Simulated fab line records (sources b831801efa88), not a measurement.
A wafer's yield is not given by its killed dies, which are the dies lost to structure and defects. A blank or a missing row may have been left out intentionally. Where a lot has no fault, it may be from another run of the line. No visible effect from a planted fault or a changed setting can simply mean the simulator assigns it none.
The tool behind it: which one? -- flow sky130 -- 12 lots (36 wafers sampled), 1 step of a 708-step route

## WHAT THE GAUGES READ, wafer by wafer
SKY_VIA3_CD_MEAS_12: the cd target is 200 nm.
lot,measured,on,cdNm (nm)
L166,day 39 03:07,cdSem-02,200.2 198.7 200.5
L168,day 39 12:01,cdSem-02,200.3 201.1 198.5
L170,day 40 17:11,cdSem-02,196.4 197.1 197.3
L171,day 41 03:16,cdSem-02,200.5 200.4 200.3
L172,day 41 04:05,cdSem-01,197.8 198.3 200.0
L174,day 41 18:05,cdSem-01,200.1 200.3 201.3
L175,day 42 04:35,cdSem-01,202.3 201.5 202.2
L176,day 42 09:14,cdSem-01,199.8 197.8 200.0
L177,day 42 15:40,cdSem-01,200.3 199.4 200.7
L187,day 45 21:05,cdSem-01,201.7 203.1 203.5
L188,day 45 23:02,cdSem-02,201.5 200.6 199.3
L189,day 47 04:46,cdSem-02,201.3 203.2 200.2

## EACH LOT AND THE TOOL THAT RAN IT (in order: tool; ch and the chambers of the sampled wafers; start)
The record shows no process step preceding these readings.

## AS READ BY THE TOOLS THEMSELVES (means over the sampled wafers that have a number; for cases with no such wafer, the mark the record gives instead)
The record holds no such reading with a usual standard deviation.

## THE ANSWER, worked out from the rows above alone
Rule: the lots themselves supply what counts as usual. Put in order of their means at a reading, lots are off if they are a third of the lots or fewer, leave a main group of 4 or more, and stand apart from it by a gap of 3 or more times the standard deviation of the main group's means; of several such gaps the widest counts. If all means in a main group match to the digits the tables above print for the reading, that group is not used. A lot without any number at a reading at which 4 lots or more have one is off too. Where the step has rows for the other lots, those lots are counted as sound. Order of review: gauges by route order, followed by the tools' own readings, for which a lot's mean as printed above is used. The first step at which some lot is off is used, and at that step the reading that is off furthest; a lot without a number counts as furthest.
Nothing can be told from this: no lot is off at any reading shown.

## WHAT THE SIMULATOR HAD PUT IN
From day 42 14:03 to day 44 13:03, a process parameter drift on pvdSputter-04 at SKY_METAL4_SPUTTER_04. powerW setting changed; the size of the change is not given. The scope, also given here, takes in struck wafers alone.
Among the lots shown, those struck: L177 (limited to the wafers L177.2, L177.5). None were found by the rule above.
